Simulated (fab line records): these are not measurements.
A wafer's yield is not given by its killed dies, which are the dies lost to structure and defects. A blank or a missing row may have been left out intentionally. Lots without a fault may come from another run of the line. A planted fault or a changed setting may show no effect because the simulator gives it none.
Which tool did it?    flow gf180mcu    6 lots with 18 wafers sampled at 2 steps, on a route of 602 steps

## WHAT THE GAUGES READ, wafer by wafer
GF_VT_IMPLANT_RS_MEAS_46: uses a four-point probe to measure.
lot   measured      on             MVSD_RS (ohm/sq)
L545  day 8 11:44   film_metro-01  456.1 456.7 456.3
L550  day 9 03:28   film_metro-04  455.3 455.5 455.7
L555  day 10 10:24  film_metro-03  457.1 458.8 456.9
L559  day 11 15:10  film_metro-03  443.0 444.6 444.3 443.6 443.6 443.1
L563  day 12 19:06  film_metro-01  459.0 459.0 457.9
L565  day 13 09:33  film_metro-03  455.1 456.0 455.4

## WHICH TOOL RAN EACH LOT (tool, then ch and the chambers of the sampled wafers, then the start)
lot   GF_MVSD_IMPLANT_09
L545  implanter-02 ch 0, day 5 06:46
L550  implanter-03 ch 0, day 5 20:20
L555  implanter-01 ch 0, day 7 00:18
L559  implanter-02 ch 0, day 8 00:47
L563  implanter-01 ch 0, day 8 23:46
L565  implanter-01 ch 0, day 9 12:14
- GF_MVSD_IMPLANT_09

## THE ANSWER, worked out from the rows above alone
Rule: usual is defined by the lots themselves. The widest of any qualifying gaps counts: lots, ordered by their means at a reading, are off when they make up no more than a third of the lots, leave a main group of 4 or more, and stand apart from it by 3 or more times the standard deviation of that group's means. The tables above print the reading to a certain number of digits; a main group whose means all agree to those digits is not used. Also off: a lot with no number at a reading for which 4 or more lots have one. The other lots that the step has rows for count as sound.
Off: L559, seen at GF_VT_IMPLANT_RS_MEAS_46 (MVSD_RS). Mean 456.7 ohm/sq and standard deviation 1.2 in the main group.
If a tool, at a process step before that reading, ran all the lots that are off and no sound lot after the first of them, it fits. Gauges at GF_VT_IMPLANT_RS_MEAS_46: tried the same way as those tools. One fits: GF_MVSD_IMPLANT_09 on implanter-02. A fault onset in the window from L545 (day 5 06:46, its last sound lot) to L559 (day 8 00:47, its first lot off) fits.

## WHAT WAS PUT IN BY THE SIMULATOR
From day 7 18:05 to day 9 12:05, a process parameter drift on implanter-02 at GF_MVSD_IMPLANT_09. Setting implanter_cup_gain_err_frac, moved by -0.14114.
Lots struck among those shown: L559. Same finding as the rule above.
